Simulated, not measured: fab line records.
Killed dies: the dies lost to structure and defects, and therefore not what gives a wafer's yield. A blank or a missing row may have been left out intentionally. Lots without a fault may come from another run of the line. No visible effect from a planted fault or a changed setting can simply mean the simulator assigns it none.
Which tool is to blame? || flow gf180mcu || Sampling: 12 lots, 36 wafers, 5 of 602 route steps

WHAT THE GAUGES READ, wafer by wafer
GF_NSD_OVL_MEAS_08.
{"lot": "L869", "measured": "day 13 11:59", "on": "overlay-01", "NSD_OVL (nm)": "-3.2 -4.1 -3.0"}
{"lot": "L870", "measured": "day 13 20:08", "on": "overlay-02", "NSD_OVL (nm)": "-4.4 -3.4 -2.2"}
{"lot": "L871", "measured": "day 14 01:16", "on": "overlay-01", "NSD_OVL (nm)": "-1.5 -2.1 -2.9"}
{"lot": "L872", "measured": "day 14 17:50", "on": "overlay-01", "NSD_OVL (nm)": "-2.3 -2.1 -1.4"}
{"lot": "L873", "measured": "day 14 23:03", "on": "overlay-02", "NSD_OVL (nm)": "-1.1 -2.2 1.5"}
{"lot": "L874", "measured": "day 15 18:12", "on": "overlay-02", "NSD_OVL (nm)": "0.1 -1.0 -1.9"}
{"lot": "L875", "measured": "day 15 22:18", "on": "overlay-02", "NSD_OVL (nm)": "-1.1 -1.6 -0.9"}
{"lot": "L876", "measured": "day 16 04:44", "on": "overlay-02", "NSD_OVL (nm)": "-1.8 -0.7 -1.8"}
{"lot": "L884", "measured": "day 18 16:54", "on": "overlay-01", "NSD_OVL (nm)": "-83.9 -85.0 -83.9"}
{"lot": "L885", "measured": "day 19 02:57", "on": "overlay-01", "NSD_OVL (nm)": "-85.2 -84.6 -83.5"}
{"lot": "L888", "measured": "day 20 06:22", "on": "overlay-01", "NSD_OVL (nm)": "-0.1 0.5 -1.2"}
{"lot": "L892", "measured": "day 21 10:11", "on": "overlay-01", "NSD_OVL (nm)": "-2.4 -2.5 -3.0"}

GF_V3_RS_MEAS_24: measures by four-point-probe.
{"lot": "L869", "measured": "day 22 20:15", "on": "film_metro-03", "V3_W_RS (ohm/sq)": "0.329 0.330 0.331"}
{"lot": "L870", "measured": "day 23 01:43", "on": "film_metro-03", "V3_W_RS (ohm/sq)": "0.330 0.331 0.332"}
{"lot": "L871", "measured": "day 23 06:54", "on": "film_metro-02", "V3_W_RS (ohm/sq)": "0.331 0.332 0.333"}
{"lot": "L872", "measured": "day 23 23:55", "on": "film_metro-03", "V3_W_RS (ohm/sq)": "0.329 0.329 0.327"}
{"lot": "L873", "measured": "day 24 05:50", "on": "film_metro-03", "V3_W_RS (ohm/sq)": "0.330 0.329 0.332"}
{"lot": "L874", "measured": "day 25 02:26", "on": "film_metro-02", "V3_W_RS (ohm/sq)": "0.327 0.330 0.329"}
{"lot": "L875", "measured": "day 25 06:40", "on": "film_metro-02", "V3_W_RS (ohm/sq)": "0.329 0.336 0.330"}
{"lot": "L876", "measured": "day 25 12:48", "on": "film_metro-02", "V3_W_RS (ohm/sq)": "0.334 0.334 0.335"}
{"lot": "L884", "measured": "day 27 19:10", "on": "film_metro-03", "V3_W_RS (ohm/sq)": "0.324 0.329 0.324"}
{"lot": "L885", "measured": "day 28 01:35", "on": "film_metro-03", "V3_W_RS (ohm/sq)": "0.326 0.325 0.328"}
{"lot": "L888", "measured": "day 29 00:50", "on": "film_metro-03", "V3_W_RS (ohm/sq)": "0.327 0.328 0.324"}
{"lot": "L892", "measured": "day 29 21:46", "on": "film_metro-02", "V3_W_RS (ohm/sq)": "0.336 0.330 0.333"}

GF_TOP_METAL_OVL_MEAS_15.
{"lot": "L869", "measured": "day 28 11:38", "on": "overlay-01", "TOP_METAL_OVL (nm)": "-0.6 2.2 1.4"}
{"lot": "L870", "measured": "day 28 16:53", "on": "overlay-01", "TOP_METAL_OVL (nm)": "-3.0 -2.2 -2.4"}
{"lot": "L871", "measured": "day 28 20:40", "on": "overlay-01", "TOP_METAL_OVL (nm)": "-1.8 -2.1 -2.3"}
{"lot": "L872", "measured": "day 29 12:11", "on": "overlay-01", "TOP_METAL_OVL (nm)": "-1.2 -1.5 -1.4"}
{"lot": "L873", "measured": "day 29 15:53", "on": "overlay-01", "TOP_METAL_OVL (nm)": "-2.3 -1.7 -0.5"}
{"lot": "L874", "measured": "day 30 10:09", "on": "overlay-02", "TOP_METAL_OVL (nm)": "-0.7 0.4 -0.5"}
{"lot": "L875", "measured": "day 30 14:34", "on": "overlay-01", "TOP_METAL_OVL (nm)": "-1.1 0.3 -0.1"}
{"lot": "L876", "measured": "day 30 18:59", "on": "overlay-01", "TOP_METAL_OVL (nm)": "1.0 2.0 1.0"}
{"lot": "L884", "measured": "day 32 16:31", "on": "overlay-02", "TOP_METAL_OVL (nm)": "-0.3 -1.1 0.3"}
{"lot": "L885", "measured": "day 32 22:11", "on": "overlay-01", "TOP_METAL_OVL (nm)": "-0.4 0.4 0.4"}
{"lot": "L888", "measured": "day 33 18:21", "on": "overlay-01", "TOP_METAL_OVL (nm)": "0.8 -0.9 -1.1"}
{"lot": "L892", "measured": "day 34 10:11", "on": "overlay-01", "TOP_METAL_OVL (nm)": "-1.1 -0.7 -0.7"}

TOOL THAT RAN EACH LOT (tool first, then ch and the chambers of the sampled wafers, then the start)
{"lot": "L869", "GF_NSD_EXPOSE_04": "iline_stepper-01 ch 0, day 13 02:07", "GF_V5_SPUTTER_21": "pvd_sputter-02, day 27 14:58"}
{"lot": "L870", "GF_NSD_EXPOSE_04": "iline_stepper-01 ch 0, day 13 10:11", "GF_V5_SPUTTER_21": "pvd_sputter-01, day 27 20:38"}
{"lot": "L871", "GF_NSD_EXPOSE_04": "iline_stepper-02 ch 0, day 13 14:55", "GF_V5_SPUTTER_21": "pvd_sputter-01, day 27 23:42"}
{"lot": "L872", "GF_NSD_EXPOSE_04": "iline_stepper-01 ch 0, day 14 07:45", "GF_V5_SPUTTER_21": "pvd_sputter-03, day 28 15:29"}
{"lot": "L873", "GF_NSD_EXPOSE_04": "iline_stepper-02 ch 0, day 14 12:27", "GF_V5_SPUTTER_21": "pvd_sputter-02, day 28 20:06"}
{"lot": "L874", "GF_NSD_EXPOSE_04": "iline_stepper-01 ch 0, day 15 07:54", "GF_V5_SPUTTER_21": "pvd_sputter-03, day 29 14:59"}
{"lot": "L875", "GF_NSD_EXPOSE_04": "iline_stepper-01 ch 0, day 15 11:28", "GF_V5_SPUTTER_21": "pvd_sputter-01, day 29 19:02"}
{"lot": "L876", "GF_NSD_EXPOSE_04": "iline_stepper-01 ch 0, day 15 17:35", "GF_V5_SPUTTER_21": "pvd_sputter-01, day 30 00:09"}
{"lot": "L884", "GF_NSD_EXPOSE_04": "iline_stepper-01 ch 0, day 18 04:32", "GF_V5_SPUTTER_21": "pvd_sputter-01, day 31 22:39"}
{"lot": "L885", "GF_NSD_EXPOSE_04": "iline_stepper-01 ch 0, day 18 15:01", "GF_V5_SPUTTER_21": "pvd_sputter-02, day 32 04:51"}
{"lot": "L888", "GF_NSD_EXPOSE_04": "iline_stepper-02 ch 0, day 19 18:08", "GF_V5_SPUTTER_21": "pvd_sputter-03, day 33 02:02"}
{"lot": "L892", "GF_NSD_EXPOSE_04": "iline_stepper-02 ch 0, day 20 21:58", "GF_V5_SPUTTER_21": "pvd_sputter-02, day 33 18:23"}
- GF_NSD_EXPOSE_04: exposes mask Nplus, target cd 400 nm.
- GF_V5_SPUTTER_21: material Ti, target thk 15 nm, time 80.02 s.

AS READ BY THE TOOLS THEMSELVES (means over the sampled wafers that have a number; for cases with no such wafer, the mark the record gives instead)
GF_V5_SPUTTER_21.
{"lot": "L869", "tool": "pvd_sputter-02", "throttle_valve_pct (%)": 29.1}
{"lot": "L870", "tool": "pvd_sputter-01", "throttle_valve_pct (%)": 29.2}
{"lot": "L871", "tool": "pvd_sputter-01", "throttle_valve_pct (%)": 29.7}
{"lot": "L872", "tool": "pvd_sputter-03", "throttle_valve_pct (%)": 31.5}
{"lot": "L873", "tool": "pvd_sputter-02", "throttle_valve_pct (%)": 30.0}
{"lot": "L874", "tool": "pvd_sputter-03", "throttle_valve_pct (%)": 31.5}
{"lot": "L875", "tool": "pvd_sputter-01", "throttle_valve_pct (%)": 30.4}
{"lot": "L876", "tool": "pvd_sputter-01", "throttle_valve_pct (%)": 30.1}
{"lot": "L884", "tool": "pvd_sputter-01", "throttle_valve_pct (%)": 29.8}
{"lot": "L885", "tool": "pvd_sputter-02", "throttle_valve_pct (%)": 30.0}
{"lot": "L888", "tool": "pvd_sputter-03", "throttle_valve_pct (%)": 30.6}
{"lot": "L892", "tool": "pvd_sputter-02", "throttle_valve_pct (%)": 29.2}

THE ANSWER, worked out from the rows above alone
Rule: the lots themselves supply what counts as usual. The widest of any qualifying gaps counts: lots, ordered by their means at a reading, are off when they make up no more than a third of the lots, leave a main group of 4 or more, and stand apart from it by 3 or more times the standard deviation of that group's means. The tables above print the reading to a certain number of digits; a main group whose means all agree to those digits is not used. A lot without any number at a reading at which 4 lots or more have one is off too. Where the step has rows for the other lots, those lots are counted as sound. Order of review: gauges by route order, followed by the tools' own readings, for which a lot's mean as printed above is used. The first step at which some lot is off is used, and at that step the reading that is off furthest; a lot without a number counts as furthest.
Off: L884, L885, seen at GF_NSD_OVL_MEAS_08 (NSD_OVL). The main group: mean -1.8 nm, standard deviation 1.
If a tool, at a process step before that reading, ran all the lots that are off and no sound lot after the first of them, it fits. Gauges at GF_NSD_OVL_MEAS_08: tried the same way as those tools. One candidate fits, namely iline_stepper-01 at GF_NSD_EXPOSE_04. Its last sound lot is L876 (day 15 17:35), its first lot that is off L884 (day 18 04:32): a fault that began between those two fits.

WHAT THE SIMULATOR PUT IN
Scanner matching overlay: iline_stepper-01, from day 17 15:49 on, at GF_NSD_EXPOSE_04. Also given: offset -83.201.
Shown lots that were struck: L884, L885. This agrees with what the rule above found.
